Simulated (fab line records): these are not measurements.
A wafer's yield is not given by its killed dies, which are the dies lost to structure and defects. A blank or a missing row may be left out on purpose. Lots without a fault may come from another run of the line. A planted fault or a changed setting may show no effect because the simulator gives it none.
The same fault as seen by 2 desks + flow sky130 + numbers are kept per desk, each desk with only its own; the story behind them comes last

## FOR THE TOOL OWNER'S DESK: cmp-01
The tool's own readings at SKY_FIELD_ISO_CMP_27 (polishes, stops on Si3N4, t overpolish 16 s, target thk 457.8 nm): means of the sampled wafers that have a number, for each lot that ran on this tool. If a lot's mean is further than 4 standard deviations from the usual mean, the lot is out of limits and carries the mark OUT (the distance appears in the brackets).
Columns: A = edge-zone-pressure-frac at SKY_FIELD_ISO_CMP_27, usual 1.000; B = head-pressure-psi at SKY_FIELD_ISO_CMP_27, usual 4.001 psi; C = motor-current-A at SKY_FIELD_ISO_CMP_27, usual 12.1 A; D = overpolish-run-s at SKY_FIELD_ISO_CMP_27, usual 16.000 s; E = time-to-endpoint-s at SKY_FIELD_ISO_CMP_27, usual 112 s
| lot  | first seen here | A     | B     | C    | D      | E   |
|------|-----------------|-------|-------|------|--------|-----|
| L372 | day 3 00:37     | 0.999 | 3.998 | 12.2 | 16.000 | 111 |
| L377 | day 4 04:33     | 1.000 | 3.998 | 13.1 | 16.003 | 111 |
| L379 | day 4 16:16     | 1.002 | 4.003 | 13.1 | 16.001 | 109 |
| L385 | day 6 04:10     | 1.005 | 4.003 | 12.3 | 15.996 | 113 |
| L387 | day 6 13:25     | 0.997 | 4.006 | 13.1 | 16.002 | 113 |
| L390 | day 6 22:58     | 0.998 | 4.001 | 12.5 | 16.003 | 113 |
| L391 | day 6 23:13     | 0.998 | 4.006 | 13.7 | 16.007 | 119 |
| L392 | day 7 09:47     | 1.001 | 3.998 | 11.9 | 15.999 | 114 |
Result from this desk: across the 8 lots, nothing is out of limits.

## THE METROLOGY DESK
Means of the sampled wafers that have a number, per lot and without regard to the tool the lot ran on: this is what the gauges read. If a lot's mean is further than 4 standard deviations from the usual mean, the lot is out of limits and carries the mark OUT (the distance appears in the brackets).
Columns: A = VT_ADJUST_LVTN_TW at SKY_VT_ADJUST_LVTN_TW_MEAS_10, usual 240.9; B = cd-nm at SKY_VT_ADJUST_NCORE_CD_MEAS_07, usual 379.9 nm; C = LDD_P_TW at SKY_LDD_P_TW_MEAS_11, usual 634
| lot  | first seen here | A     | B     | C   |
|------|-----------------|-------|-------|-----|
| L371 | day 7 02:04     | 239.9 | 377.7 | 630 |
| L372 | day 7 11:52     | 238.5 | 380.1 | 629 |
| L374 | day 7 20:24     | 239.3 | 381.2 | 638 |
| L377 | day 9 05:32     | 240.9 | 384.1 | 634 |
| L379 | day 9 20:45     | 240.8 | 379.0 | 644 |
| L385 | day 11 16:57    | 241.4 | 376.8 | 633 |
| L387 | day 11 23:40    | 242.0 | 378.9 | 634 |
| L390 | day 12 15:50    | 239.0 | 378.5 | 628 |
| L391 | day 12 15:54    | 240.0 | 377.6 | 634 |
| L392 | day 13 01:52    | 239.3 | 375.6 | 634 |
| L393 | day 13 02:00    | 241.9 | 378.9 | 630 |
Result from this desk: across the 11 lots, nothing is out of limits.

## PUT TOGETHER
The desk of the tool owner found nothing out of limits.
From the metrology desk's view, nothing was out of limits.

## WHAT THE SIMULATOR HAD INSERTED
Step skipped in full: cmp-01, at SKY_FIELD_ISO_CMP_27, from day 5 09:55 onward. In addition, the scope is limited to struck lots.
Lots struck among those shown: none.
